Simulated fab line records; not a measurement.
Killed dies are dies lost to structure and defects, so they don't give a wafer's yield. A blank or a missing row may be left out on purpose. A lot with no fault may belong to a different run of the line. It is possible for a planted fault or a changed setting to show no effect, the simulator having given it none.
fab line records	flow sky130
record lots=6	wafers=18	last-day=49
route steps=708 shown PWDE@48 NWELL@56 VT_ADJUST_HVTP@85 PAD_OPEN@708
lots with no fault: from the same line, run without faults
start-h: hours from the record's opening day to when the first of the lot's shown wafers began	wait-h: time in hours since the lot's previous step	" identical to the entry in the row above	L1.1+2: a single row standing in for several wafers	- no value present, or no start provided	* or withheld: withheld	< > ~ a bound
route shown NAME@n: NAME is a module with steps in the file, n the number in the route of the first one	usual: mean/standard deviation of fault-free wafers	same: alike in all rows	chamber/n: place in a boat	sites: each site's reading	_std_site: the values' standard deviation	_edge_site: the outer-site mean with the inner-site mean subtracted	radius-mm: for every site, how far away it sits from the centre of the wafer	mask NAME#n: copy n	behind: the most recent tool/chamber to have shaped the wafer	hold: what put the lot on hold/how long, in hours/how the hold closed	device: the transistor (n, p or np) that didn't switch	end of line: the route-end tests of the same wafers	a step with no rows: only its recipe	killed: dies lost to structure and defects at the first sort, not the wafer's yield	map: a wafer's dies, marking killed ones x, the rest . and places with no die _
set.NAME: setting as actually run; set.NAME@STEP: the setting as run at that earlier step	model.NAME: the simulator's own value behind a step, which no gauge read
a table for each step, a row for each wafer; lots at some steps of the route
services: the hour from which a tool's chamber was out of use, counted from the record's first day as start-h (under 0 if before that day), plus the number of hours and why
## steps
# step SKY_PWDE_SOFTBAKE_03
# recipe temp-c=110	time-s=withheld
# step SKY_PWDE_EXPOSE_04
# recipe mask-id=PWDEM	na=0.6	source-shape=conventional	sigma-outer=0.6	polarization=unpolarized	target-cd-nm=840	dose-mj=214
# step SKY_PWDE_PEB_05
# recipe temp-c=115	time-s=withheld
# step SKY_PWDE_DEVELOP_06
# recipe wall-angle-deg=90	developer=TMAH	develop-time-s=60	dev-temp-c=23
# step SKY_PWDE_OVL_MEAS_07
# usual PWDE_OVL=-0.1/1.3
lot.wafer	tool	chamber	start-h	wait-h	PWDE_OVL[nm]
L966.1	overlay-01	-	81.76	-	-0.1
L966.3	"	-	"	"	-0.8
L966.6	"	-	"	"	-2.4
L968.1	overlay-02	-	97.11	-	-0.3
L968.3	"	-	"	"	-0.9
L968.6	"	-	"	"	-0.9
L971.1	overlay-01	-	111.45	-	-1.2
L971.2	"	-	"	"	1.4
L971.6	"	-	"	"	-0.5
L977.3	overlay-02	-	147.53	-	0.9
L977.4	"	-	"	"	-0.8
L977.6	"	-	"	"	0.9
L979.1	overlay-01	-	161.11	-	-1.6
L979.2	"	-	"	"	-0.1
L979.5	"	-	"	"	-0.2
L984.1	overlay-01	-	186.26	-	-2.2
L984.4	"	-	"	"	-0.9
L984.6	"	-	"	"	-0.8
# step SKY_PWDE_IMPLANT_08
# recipe species=B	energy-kev=150	dose-cm2=3.6e+12	tilt-deg=withheld
# step SKY_PWDE_STRIP_09
# recipe chemistry=O2/N2	power-w=1400	pressure-mtorr=1500	platen-temp-c=withheld	o2-flow-sccm=3000	n2-flow-sccm=300	overash-fraction=0.5
# usual drypump-motor-current-A=5.4/0.33	o2-flow-sccm=3000/8.8	oes-product-au=0.722/0.0045	strip-time-to-endpoint-s=36.96/0.12
lot.wafer	tool	chamber	start-h	wait-h	drypump-motor-current-A	o2-flow-sccm	oes-product-au	rf-hours-counter-h	strip-time-to-endpoint-s
L966.1	plasma-asher-03	1	81.95	0.1	5.9	2999	0.726	40	36.80
L966.3	"	1	"	"	5.9	3003	0.720	-	36.87
L966.6	"	0	"	"	4.8	2997	0.725	-	36.75
L968.1	plasma-asher-03	1	97.30	0.1	5.8	2994	0.721	42	36.86
L968.3	"	0	"	"	4.9	3011	0.723	-	36.85
L968.6	"	1	"	"	5.9	3001	0.724	-	36.83
L971.1	plasma-asher-03	1	111.64	0.1	5.9	2997	0.717	43	36.85
L971.2	"	0	"	"	4.8	2987	0.723	43	36.79
L971.6	"	1	"	"	5.9	3000	0.719	-	36.82
L977.3	plasma-asher-04	1	147.79	0.1	5.4	2996	0.716	-	36.96
L977.4	"	0	"	"	5.6	2998	0.718	-	37.00
L977.6	"	1	"	"	5.4	3010	0.720	-	37.11
L979.1	plasma-asher-01	0	161.30	0.1	5.2	2999	0.714	49	36.98
L979.2	"	1	"	"	5.3	3003	0.725	49	36.95
L979.5	"	1	"	"	5.3	3000	0.724	-	36.99
L984.1	plasma-asher-04	1	186.45	0.1	5.4	3008	0.722	6	37.10
L984.4	"	1	"	"	5.4	2998	0.720	-	37.05
L984.6	"	1	"	"	5.4	3001	0.720	-	37.06
# step SKY_PWDE_TW_MEAS_10
# usual PWDE_TW=373.9/1.9
lot.wafer	tool	chamber	start-h	wait-h	PWDE_TW
L966.1	film-metro-02	-	82.05	0.1	371.6
L966.3	"	-	"	"	374.4
L966.6	"	-	"	"	373.8
L968.1	film-metro-01	-	97.40	0.1	376.2
L968.3	"	-	"	"	373.8
L968.6	"	-	"	"	374.2
L971.1	film-metro-04	-	111.74	0.1	375.3
L971.2	"	-	"	"	376.5
L971.6	"	-	"	"	375.1
L977.3	film-metro-02	-	147.87	0.1	373.0
L977.4	"	-	"	"	371.2
L977.6	"	-	"	"	370.9
L979.1	film-metro-02	-	161.40	0.1	370.0
L979.2	"	-	"	"	371.7
L979.5	"	-	"	"	373.0
L984.1	film-metro-01	-	186.55	0.1	373.7
L984.4	"	-	"	"	375.0
L984.6	"	-	"	"	373.0
# step SKY_NWELL_DEHYDRATE_03
# recipe temp-c=200	time-s=60
# step SKY_NWELL_HMDS_04
# recipe prime-time-s=60	prime-temp-c=120
# step SKY_NWELL_COAT_05
# recipe spin-rpm=2000	resist-thk-nm=3000
# step SKY_NWELL_SOFTBAKE_06
# recipe temp-c=110	time-s=withheld
# step SKY_NWELL_EXPOSE_07
# recipe mask-id=NWM	na=0.6	source-shape=conventional	sigma-outer=0.6	polarization=unpolarized	target-cd-nm=840	dose-mj=255
# usual reticle-temp-C=23.02/0.11
# same sigma-outer=0.6
lot.wafer	tool	chamber	start-h	wait-h	mask	reticle-temp-C
L966.1	iline-stepper-01	0	90.54	-	NWM#0	22.80
L966.3	"	0	"	"	NWM#0	23.00
L966.6	"	0	"	"	NWM#0	22.80
L968.1	iline-stepper-01	0	105.79	-	NWM#0	23.11
L968.3	"	0	"	"	NWM#0	22.94
L968.6	"	0	"	"	NWM#0	23.07
L971.1	iline-stepper-02	0	121.15	-	NWM#0	23.24
L971.2	"	0	"	"	NWM#0	22.96
L971.6	"	0	"	"	NWM#0	22.96
L977.3	iline-stepper-02	0	158.17	-	NWM#0	22.86
L977.4	"	0	"	"	NWM#0	22.98
L977.6	"	0	"	"	NWM#0	23.10
L979.1	iline-stepper-02	0	171.37	-	NWM#0	23.03
L979.2	"	0	"	"	NWM#0	22.97
L979.5	"	0	"	"	NWM#0	22.88
L984.1	iline-stepper-01	0	197.40	-	NWM#0	23.09
L984.4	"	0	"	"	NWM#0	23.02
L984.6	"	0	"	"	NWM#0	23.01
# step SKY_NWELL_PEB_08
# recipe temp-c=115	time-s=withheld
# step SKY_NWELL_DEVELOP_09
# recipe wall-angle-deg=90	developer=TMAH	develop-time-s=60	dev-temp-c=23
# step SKY_NWELL_OVL_MEAS_10
# usual NWELL_00_OVL=-0.3/1.4
lot.wafer	tool	chamber	start-h	wait-h	NWELL_00_OVL[nm]
L966.1	overlay-02	-	99.16	-	-3.1
L966.3	"	-	"	"	-1.7
L966.6	"	-	"	"	-0.6
L968.1	overlay-02	-	114.86	-	-0.9
L968.3	"	-	"	"	-1.6
L968.6	"	-	"	"	-1.9
L971.1	overlay-01	-	130.16	-	0.5
L971.2	"	-	"	"	2.7
L971.6	"	-	"	"	1.2
L977.3	overlay-01	-	167.83	-	-0.3
L977.4	"	-	"	"	-1.0
L977.6	"	-	"	"	-1.0
L979.1	overlay-01	-	181.41	-	1.9
L979.2	"	-	"	"	0.4
L979.5	"	-	"	"	1.3
L984.1	overlay-02	-	208.40	-	-1.9
L984.4	"	-	"	"	-2.2
L984.6	"	-	"	"	-1.0
# step SKY_NWELL_IMPLANT_11
# recipe species=P	energy-kev=400	dose-cm2=1.9e+13	tilt-deg=withheld
# step SKY_NWELL_IMPLANT_12
# recipe species=P	energy-kev=120	dose-cm2=1.3e+12	tilt-deg=withheld
# step SKY_NWELL_IMPLANT_13
# recipe species=P	energy-kev=50	dose-cm2=7e+11	tilt-deg=withheld
# step SKY_NWELL_STRIP_14
# recipe chemistry=O2/N2	power-w=1400	pressure-mtorr=1500	platen-temp-c=withheld	o2-flow-sccm=3000	n2-flow-sccm=300	overash-fraction=0.5
# usual drypump-motor-current-A=5.5/0.35	o2-flow-sccm=2998/9	oes-product-au=0.723/0.0043	strip-time-to-endpoint-s=36.93/0.084
lot.wafer	tool	chamber	start-h	wait-h	drypump-motor-current-A	o2-flow-sccm	oes-product-au	rf-hours-counter-h	strip-time-to-endpoint-s
L966.1	plasma-asher-02	0	99.65	0.1	5.9	2988	0.722	27	36.83
L966.3	"	1	"	"	5.5	2990	0.718	-	36.91
L966.6	"	1	"	"	5.5	2994	0.723	-	36.78
L968.1	plasma-asher-02	1	115.35	0.1	5.5	3010	0.727	29	36.93
L968.3	"	1	"	"	5.5	3013	0.726	-	37.05
L968.6	"	0	"	"	5.9	2989	0.718	-	37.01
L971.1	plasma-asher-03	0	130.65	0.1	4.9	2984	0.719	45	36.91
L971.2	"	1	"	"	5.8	2992	0.723	45	36.86
L971.6	"	0	"	"	4.8	2988	0.724	-	36.89
L977.3	plasma-asher-03	1	168.33	0.1	5.9	2996	0.717	-	36.95
L977.4	"	0	"	"	4.8	3001	0.724	-	36.95
L977.6	"	0	"	"	4.8	2998	0.721	-	36.85
L979.1	plasma-asher-02	1	181.90	0.1	5.5	2993	0.718	35	36.94
L979.2	"	0	"	"	5.8	3008	0.722	35	37.00
L979.5	"	1	"	"	5.5	2992	0.727	-	36.99
L984.1	plasma-asher-04	0	208.89	0.1	5.6	2990	0.713	9	36.87
L984.4	"	1	"	"	5.4	2994	0.723	-	36.80
L984.6	"	1	"	"	5.4	2991	0.718	-	36.78
# step SKY_NWELL_TW_MEAS_15
# usual NWELL_TW=1820/8.6
lot.wafer	tool	chamber	start-h	wait-h	NWELL_TW
L966.1	film-metro-04	-	99.75	0.1	1837
L966.3	"	-	"	"	1827
L966.6	"	-	"	"	1824
L968.1	film-metro-01	-	115.45	0.1	1819
L968.3	"	-	"	"	1816
L968.6	"	-	"	"	1829
L971.1	film-metro-01	-	130.75	0.1	1820
L971.2	"	-	"	"	1823
L971.6	"	-	"	"	1817
L977.3	film-metro-02	-	168.42	0.1	1813
L977.4	"	-	"	"	1803
L977.6	"	-	"	"	1797
L979.1	film-metro-04	-	182.00	0.1	1824
L979.2	"	-	"	"	1836
L979.5	"	-	"	"	1824
L984.1	film-metro-02	-	208.99	0.1	1810
L984.4	"	-	"	"	1808
L984.6	"	-	"	"	1804
# step SKY_NWELL_DEHYDRATE_16
# recipe temp-c=200	time-s=60
# step SKY_NWELL_HMDS_17
# recipe prime-time-s=60	prime-temp-c=120
# step SKY_NWELL_COAT_18
# recipe spin-rpm=2000	resist-thk-nm=3000
# step SKY_NWELL_SOFTBAKE_19
# recipe temp-c=110	time-s=withheld
# step SKY_NWELL_EXPOSE_20
# recipe mask-id=NWM_COMPLEMENT	na=0.6	source-shape=conventional	sigma-outer=0.6	polarization=unpolarized	target-cd-nm=840	dose-mj=260
# step SKY_NWELL_PEB_21
# recipe temp-c=115	time-s=withheld
# step SKY_NWELL_DEVELOP_22
# recipe wall-angle-deg=90	developer=TMAH	develop-time-s=60	dev-temp-c=23
# step SKY_NWELL_OVL_MEAS_23
# usual NWELL_01_OVL=-0.8/1.2
lot.wafer	tool	chamber	start-h	wait-h	NWELL_01_OVL[nm]
L966.1	overlay-02	-	117.61	-	-1.3
L966.3	"	-	"	"	-2.0
L966.6	"	-	"	"	-0.4
L968.1	overlay-01	-	133.91	-	-1.3
L968.3	"	-	"	"	-1.2
L968.6	"	-	"	"	-1.2
L971.1	overlay-01	-	149.05	-	-1.0
L971.2	"	-	"	"	0.1
L971.6	"	-	"	"	0.3
L977.3	overlay-02	-	187.93	-	-2.3
L977.4	"	-	"	"	-1.2
L977.6	"	-	"	"	-1.7
L979.1	overlay-02	-	202.86	-	-0.2
L979.2	"	-	"	"	-0.3
L979.5	"	-	"	"	-0.9
L984.1	overlay-01	-	230.85	-	0.3
L984.4	"	-	"	"	-2.3
L984.6	"	-	"	"	-0.4
# step SKY_NWELL_IMPLANT_24
# recipe species=B	energy-kev=140	dose-cm2=9.2e+12	tilt-deg=withheld
# step SKY_NWELL_STRIP_25
# recipe chemistry=O2/N2	power-w=1400	pressure-mtorr=1500	platen-temp-c=withheld	o2-flow-sccm=3000	n2-flow-sccm=300	overash-fraction=0.5
# usual drypump-motor-current-A=5.5/0.37	o2-flow-sccm=3002/7.9	oes-product-au=0.722/0.0043	strip-time-to-endpoint-s=36.96/0.088
lot.wafer	tool	chamber	start-h	wait-h	drypump-motor-current-A	o2-flow-sccm	oes-product-au	rf-hours-counter-h	strip-time-to-endpoint-s
L966.1	plasma-asher-04	1	117.80	0.1	5.4	3009	0.725	0	36.86
L966.3	"	1	"	"	5.4	2999	0.717	-	36.83
L966.6	"	1	"	"	5.4	2999	0.719	-	36.79
L968.1	plasma-asher-03	1	134.10	0.1	5.8	3004	0.712	46	36.88
L968.3	"	1	"	"	5.8	2999	0.724	-	37.04
L968.6	"	0	"	"	4.8	3000	0.725	-	37.00
L971.1	plasma-asher-04	1	149.24	0.1	5.4	3013	0.718	3	36.90
L971.2	"	0	"	"	5.6	3005	0.722	3	36.92
L971.6	"	0	"	"	5.6	3010	0.716	-	36.84
L977.3	plasma-asher-04	0	188.13	0.1	5.6	3018	0.721	-	36.95
L977.4	"	1	"	"	5.4	2989	0.722	-	36.82
L977.6	"	1	"	"	5.4	3001	0.721	-	36.88
L979.1	plasma-asher-02	1	203.05	0.1	5.5	3011	0.723	37	37.02
L979.2	"	0	"	"	5.9	2991	0.721	37	36.96
L979.5	"	1	"	"	5.5	3006	0.732	-	36.98
L984.1	plasma-asher-02	1	231.04	0.1	5.5	3007	0.726	40	37.17
L984.4	"	0	"	"	5.8	3001	0.716	-	37.03
L984.6	"	0	"	"	5.8	3012	0.717	-	37.06
# step SKY_NWELL_TW_MEAS_26
# usual NWELL_2_TW=495.7/2.7
lot.wafer	tool	chamber	start-h	wait-h	NWELL_2_TW
L966.1	film-metro-02	-	117.90	0.1	496.3
L966.3	"	-	"	"	495.6
L966.6	"	-	"	"	491.2
L968.1	film-metro-02	-	134.20	0.1	495.1
L968.3	"	-	"	"	496.1
L968.6	"	-	"	"	495.9
L971.1	film-metro-01	-	149.34	0.1	500.8
L971.2	"	-	"	"	496.1
L971.6	"	-	"	"	496.0
L977.3	film-metro-02	-	188.22	0.1	495.1
L977.4	"	-	"	"	493.9
L977.6	"	-	"	"	495.6
L979.1	film-metro-02	-	203.15	0.1	493.6
L979.2	"	-	"	"	490.5
L979.5	"	-	"	"	492.4
L984.1	film-metro-04	-	231.14	0.1	495.0
L984.4	"	-	"	"	494.1
L984.6	"	-	"	"	492.2
# step SKY_NWELL_CLEAN_27
# recipe chemistry=SC1/SC2	mix=1:4:20	temp-c=70	time-s=150	dry=n2-spin
# step SKY_NWELL_RTA_28
# recipe temp-c=1050	time-s=30	idle-temp-c=650	ramp-up-c-per-s=150	ramp-down-c-per-s=90	ambient=N2
# usual chamber-o2-ppm=2.003/0.022	lamp-power-pct=25.30/0.049	ramp-down-c-per-s=89.998/0.017	wafer_temp_C_max=1054.8/0.98
# same time-s=30
lot.wafer	tool	chamber	start-h	wait-h	chamber-o2-ppm	lamp-power-pct	ramp-down-c-per-s	wafer_temp_C_max
L966.1	rtp-anneal-02	0	118.01	0.0	2.040	25.28	89.962	1056.2
L966.3	"	0	"	"	2.002	25.31	89.989	1057.3
L966.6	"	0	"	"	2.027	25.25	89.981	1053.7
L968.1	rtp-anneal-01	0	134.31	0.0	1.991	25.35	89.986	1053.6
L968.3	"	0	"	"	1.987	25.33	89.982	1054.4
L968.6	"	0	"	"	1.996	25.27	89.996	1055.5
L971.1	rtp-anneal-01	0	149.45	0.0	2.036	25.22	89.994	1054.4
L971.2	"	0	"	"	2.046	25.22	89.969	1054.0
L971.6	"	0	"	"	2.034	25.28	89.992	1054.3
L977.3	rtp-anneal-02	0	188.34	0.0	1.992	25.25	90.001	1055.3
L977.4	"	0	"	"	2.015	25.37	89.988	1055.6
L977.6	"	0	"	"	1.982	25.32	89.999	1056.1
L979.1	rtp-anneal-02	0	203.33	0.0	1.977	25.35	89.975	1053.8
L979.2	"	0	"	"	2.009	25.24	90.004	1054.8
L979.5	"	0	"	"	2.021	25.28	90.043	1054.5
L984.1	rtp-anneal-01	0	231.25	0.0	2.008	25.32	89.998	1054.0
L984.4	"	0	"	"	2.037	25.23	89.976	1054.5
L984.6	"	0	"	"	1.975	25.34	89.986	1054.6
# step SKY_NWELL_RS_MEAS_29
# recipe thk-meas-gauge=four-point-probe
# usual NWELL_RS=625.5/1.6
lot.wafer	tool	chamber	start-h	wait-h	NWELL_RS[ohm/sq]
L966.1	film-metro-01	-	118.11	0.1	624.1
L966.3	"	-	"	"	622.0
L966.6	"	-	"	"	624.0
L968.1	film-metro-04	-	134.41	0.1	625.6
L968.3	"	-	"	"	624.3
L968.6	"	-	"	"	625.9
L971.1	film-metro-01	-	149.55	0.1	626.5
L971.2	"	-	"	"	626.8
L971.6	"	-	"	"	629.2
L977.3	film-metro-04	-	188.45	0.1	624.3
L977.4	"	-	"	"	623.4
L977.6	"	-	"	"	625.6
L979.1	film-metro-01	-	203.43	0.1	626.5
L979.2	"	-	"	"	628.3
L979.5	"	-	"	"	627.9
L984.1	film-metro-01	-	231.35	0.1	624.7
L984.4	"	-	"	"	624.1
L984.6	"	-	"	"	623.5
# step SKY_NWELL_RS_MEAS_31
# recipe thk-meas-gauge=four-point-probe
# usual PWDE_RS=5283/19
lot.wafer	tool	chamber	start-h	wait-h	PWDE_RS[ohm/sq]
L966.1	film-metro-01	-	118.35	0.1	5262
L966.3	"	-	"	"	5242
L966.6	"	-	"	"	5268
L968.1	film-metro-04	-	134.65	0.1	5296
L968.3	"	-	"	"	5284
L968.6	"	-	"	"	5291
L971.1	film-metro-01	-	149.79	0.1	5284
L971.2	"	-	"	"	5301
L971.6	"	-	"	"	5290
L977.3	film-metro-04	-	188.69	0.1	5296
L977.4	"	-	"	"	5310
L977.6	"	-	"	"	5308
L979.1	film-metro-01	-	203.67	0.1	5284
L979.2	"	-	"	"	5284
L979.5	"	-	"	"	5293
L984.1	film-metro-01	-	231.59	0.1	5299
L984.4	"	-	"	"	5289
L984.6	"	-	"	"	5281
# step SKY_VT_ADJUST_HVTP_DEHYDRATE_00
# recipe temp-c=200	time-s=60
# step SKY_VT_ADJUST_HVTP_HMDS_01
# recipe prime-time-s=60	prime-temp-c=120
# step SKY_VT_ADJUST_HVTP_COAT_02
# recipe resist=NOVOLAK	spin-rpm=3000	resist-thk-nm=1140
# step SKY_VT_ADJUST_HVTP_SOFTBAKE_03
# recipe temp-c=90	time-s=60	resist=NOVOLAK
# step SKY_VT_ADJUST_HVTP_EXPOSE_04
# recipe mask-id=HVTPM	na=0.6	source-shape=conventional	sigma-outer=0.6	polarization=unpolarized	target-cd-nm=380	dose-mj=140
# step SKY_PAD_OPEN_PROBE_99
# usual killed_at_M0_to_M3=42/6.3	killed_at_M4_up=3.2/1.9	killed-at-contacts=24/5.8	killed-at-front-end=15/4.3	killed-at-other=0.2/0.62	killed-dies=85/9.3	killed-open=46/6.8	killed-short=38/6.1
# same gross-dies=492	killed-at-back-side=0
lot.wafer	tool	chamber	start-h	wait-h	killed_at_M0_to_M3	killed_at_M4_up	killed-at-contacts	killed-at-front-end	killed-at-other	killed-dies	killed-open	killed-short	model.etest.res-nwell.width-nm	model.etest.res-iso-pwell.width-nm
L966.1	prober-01	-	1083.05	0.1	42	5	32	14	0	93	50	43	857	2645
L966.3	prober-01	-	1083.15	0.2	40	2	17	11	0	70	44	26	852.6	2633
L966.6	prober-01	-	1083.30	0.2	58	1	26	18	2	105	57	48	848.4	2652
L968.1	prober-01	-	1096.91	0.1	38	4	25	17	0	84	48	35	834.3	2646
L968.3	prober-01	-	1097.01	0.2	50	3	22	16	0	91	52	37	836.5	2655
L968.6	prober-01	-	1097.16	0.2	31	4	19	23	1	78	40	36	841.4	2641
L971.1	prober-02	-	1112.86	0.1	46	5	17	13	0	81	45	33	845.1	2634
L971.2	prober-02	-	1112.91	0.1	55	1	24	12	0	92	58	32	833.3	2641
L971.6	prober-02	-	1113.11	0.2	44	5	20	13	0	82	50	32	844.1	2634
L977.3	prober-02	-	1148.64	0.2	39	4	14	13	1	71	38	32	878.7	2626
L977.4	prober-02	-	1148.69	0.2	51	1	17	8	0	77	41	36	858.5	2631
L977.6	prober-02	-	1148.79	0.2	33	2	21	14	0	70	42	28	884.5	2619
L979.1	prober-02	-	1178.70	0.1	45	2	15	7	0	69	35	33	850.2	2643
L979.2	prober-02	-	1178.75	0.1	51	6	26	18	0	101	56	44	869.7	2619
L979.5	prober-02	-	1178.90	0.2	51	0	27	17	0	95	56	39	853.3	2630
L984.1	prober-01	-	1185.91	0.1	46	7	19	9	1	82	39	43	834.1	2654
L984.4	prober-01	-	1186.06	0.2	46	6	22	15	0	89	53	35	828.7	2657
L984.6	prober-01	-	1186.16	0.2	40	4	20	10	0	74	40	34	829.8	2652
# killed by level:class
L966.1 CONTACT:geometric-particle:open=16 VIA1:geometric-particle:open=15 METAL1:geometric-particle:short=11 CONTACT:geometric-particle:short=6 LI_CONTACT:geometric-particle:open=5 VIA3:geometric-particle:open=5 METAL4:geometric-particle:short=5 LI_CONTACT:geometric-particle:short=4
L966.3 VIA2:geometric-particle:open=9 CONTACT:geometric-particle:open=8 METAL2:geometric-particle:short=6 VIA1:geometric-particle:open=6 LI_CONTACT:geometric-particle:open=5 FIELD_ISO:geometric-particle:open=4 VIA2:geometric-particle:short=4 VIA1:geometric-particle:short=3
L966.6 VIA1:geometric-particle:open=13 VIA3:geometric-particle:open=9 CONTACT:geometric-particle:open=8 LI_CONTACT:geometric-particle:open=7 FIELD_ISO:geometric-particle:open=6 METAL1:geometric-particle:short=6 VIA2:geometric-particle:open=6 LOCAL_INTERCONNECT:geometric-particle:short=5
L968.1 LI_CONTACT:geometric-particle:open=8 CONTACT:geometric-particle:open=7 VIA1:geometric-particle:open=7 CONTACT:geometric-particle:short=5 METAL2:geometric-particle:short=5 VIA2:geometric-particle:open=5 VIA3:geometric-particle:short=5 VIA3:geometric-particle:open=5
L968.3 VIA1:geometric-particle:open=15 CONTACT:geometric-particle:open=8 LI_CONTACT:geometric-particle:open=7 VIA2:geometric-particle:open=6 METAL2:geometric-particle:short=6 POLY_GATE:geometric-particle:open=5 LI_CONTACT:geometric-particle:short=4 METAL1:geometric-particle:short=4
L968.6 CONTACT:geometric-particle:open=8 LI_CONTACT:geometric-particle:open=6 POLY_GATE:geometric-particle:open=5 VIA1:geometric-particle:open=5 METAL2:geometric-particle:short=5 FIELD_ISO:geometric-particle:short=4 POLY_GATE:geometric-particle:short=4 VIA2:geometric-particle:short=4
L971.1 VIA2:geometric-particle:open=10 VIA1:geometric-particle:open=8 CONTACT:geometric-particle:open=7 METAL1:geometric-particle:short=7 VIA3:geometric-particle:open=7 CONTACT:geometric-particle:short=5 POLY_GATE:geometric-particle:open=4 LI_CONTACT:geometric-particle:open=4
L971.2 VIA1:geometric-particle:open=13 VIA3:geometric-particle:open=9 CONTACT:geometric-particle:open=9 LI_CONTACT:geometric-particle:open=8 VIA2:geometric-particle:open=8 METAL1:geometric-particle:short=7 FIELD_ISO:geometric-particle:open=6 METAL2:geometric-particle:short=5
L971.6 VIA1:geometric-particle:open=13 LI_CONTACT:geometric-particle:open=7 CONTACT:geometric-particle:open=6 METAL1:geometric-particle:short=6 VIA1:geometric-particle:short=6 LOCAL_INTERCONNECT:geometric-particle:short=5 VIA3:geometric-particle:open=5 VIA2:geometric-particle:open=5
L977.3 VIA1:geometric-particle:open=12 CONTACT:geometric-particle:open=6 VIA2:geometric-particle:open=6 LI_CONTACT:geometric-particle:open=5 POLY_GATE:geometric-particle:short=4 VIA1:geometric-particle:short=4 VIA3:geometric-particle:short=4 VIA3:geometric-particle:open=4
L977.4 VIA3:geometric-particle:open=11 METAL2:geometric-particle:short=10 VIA1:geometric-particle:open=8 LI_CONTACT:geometric-particle:open=7 CONTACT:geometric-particle:open=5 VIA2:geometric-particle:short=5 POLY_GATE:geometric-particle:open=4 METAL1:geometric-particle:short=4
L977.6 LI_CONTACT:geometric-particle:open=10 VIA2:geometric-particle:open=6 METAL3:geometric-particle:short=6 METAL1:geometric-particle:short=5 CONTACT:geometric-particle:open=5 VIA1:geometric-particle:open=5 FIELD_ISO:geometric-particle:open=4 POLY_GATE:geometric-particle:open=4
L979.1 VIA3:geometric-particle:open=10 METAL1:geometric-particle:short=7 VIA1:geometric-particle:short=6 CONTACT:geometric-particle:open=6 VIA1:geometric-particle:open=5 VIA2:geometric-particle:open=5 METAL3:geometric-particle:short=5 LI_CONTACT:geometric-particle:open=4
L979.2 VIA3:geometric-particle:open=11 CONTACT:geometric-particle:open=10 METAL1:geometric-particle:short=8 VIA1:geometric-particle:open=8 FIELD_ISO:geometric-particle:open=6 CONTACT:geometric-particle:short=5 VIA2:geometric-particle:open=5 LI_CONTACT:geometric-particle:open=4
L979.5 LI_CONTACT:geometric-particle:open=11 VIA1:geometric-particle:open=9 VIA3:geometric-particle:open=7 POLY_GATE:geometric-particle:open=6 LOCAL_INTERCONNECT:geometric-particle:short=6 METAL2:geometric-particle:short=5 CONTACT:geometric-particle:open=5 METAL1:geometric-particle:open=5
L984.1 VIA3:geometric-particle:open=9 VIA2:geometric-particle:open=8 CONTACT:geometric-particle:short=6 VIA1:geometric-particle:open=6 METAL4:geometric-particle:short=6 VIA1:geometric-particle:short=5 LI_CONTACT:geometric-particle:open=4 METAL1:geometric-particle:short=4
L984.4 CONTACT:geometric-particle:open=9 VIA3:geometric-particle:open=9 VIA1:geometric-particle:open=8 VIA2:geometric-particle:open=7 LI_CONTACT:geometric-particle:open=6 METAL4:geometric-particle:short=6 FIELD_ISO:geometric-particle:open=4 POLY_GATE:geometric-particle:open=4
L984.6 VIA1:geometric-particle:open=10 VIA3:geometric-particle:open=7 METAL1:geometric-particle:short=7 POLY_GATE:geometric-particle:open=5 LI_CONTACT:geometric-particle:open=5 LOCAL_INTERCONNECT:geometric-particle:short=5 CONTACT:geometric-particle:open=4 VIA1:geometric-particle:short=4
## services
tool	chamber	start-h	hours	kind
plasma-asher-02	-	81.83	6.7	repair
plasma-asher-04	-	108.75	9.0	pm
plasma-asher-04	0	108.75	9.0	vent-cycle
plasma-asher-04	1	108.75	9.0	vent-cycle
plasma-asher-04	0	117.75	-	clean
plasma-asher-04	1	117.75	-	clean
plasma-asher-03	-	124.51	0.5	repair
iline-stepper-02	-	126.94	1.7	pm
iline-stepper-01	0	133.45	-	calibration
iline-stepper-01	-	153.73	1.7	pm
plasma-asher-04	-	160.57	2.8	repair
iline-stepper-01	-	168.20	5.2	repair
iline-stepper-01	-	180.88	3.0	repair
iline-stepper-01	-	212.50	7.9	repair
iline-stepper-02	0	222.37	-	calibration
## key
first-sign none at tools or gauges
model-effect step=SKY_PAD_OPEN_PROBE_99	value=etest.res-nwell.width-nm	without=844.8	struck=865.8
met-at SKY_NWELL_EXPOSE_07
struck-wafers L977.3,L977.4,L977.6,L979.1,L979.2,L979.5
tester-left-out L977,L979
onset-between 121.15 158.17
also-fits SKY_NWELL_RTA_28:rtp-anneal-02
fault kind=process-parameter-drift	tool=iline-stepper-02	chamber=-	onset-h=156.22	steps=SKY_NWELL_EXPOSE_07	channel=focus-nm	offset=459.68	spread-by-wafer=0.3	shape=step	end-h=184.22
# tester-left-out: of these lots the tester's yield and bins aren't shown, on N5 and GAA mostly nor the transistor test; their killed dies are dies lost to structure and defects alone, not to doping, threshold or leakage, so they don't give the yield
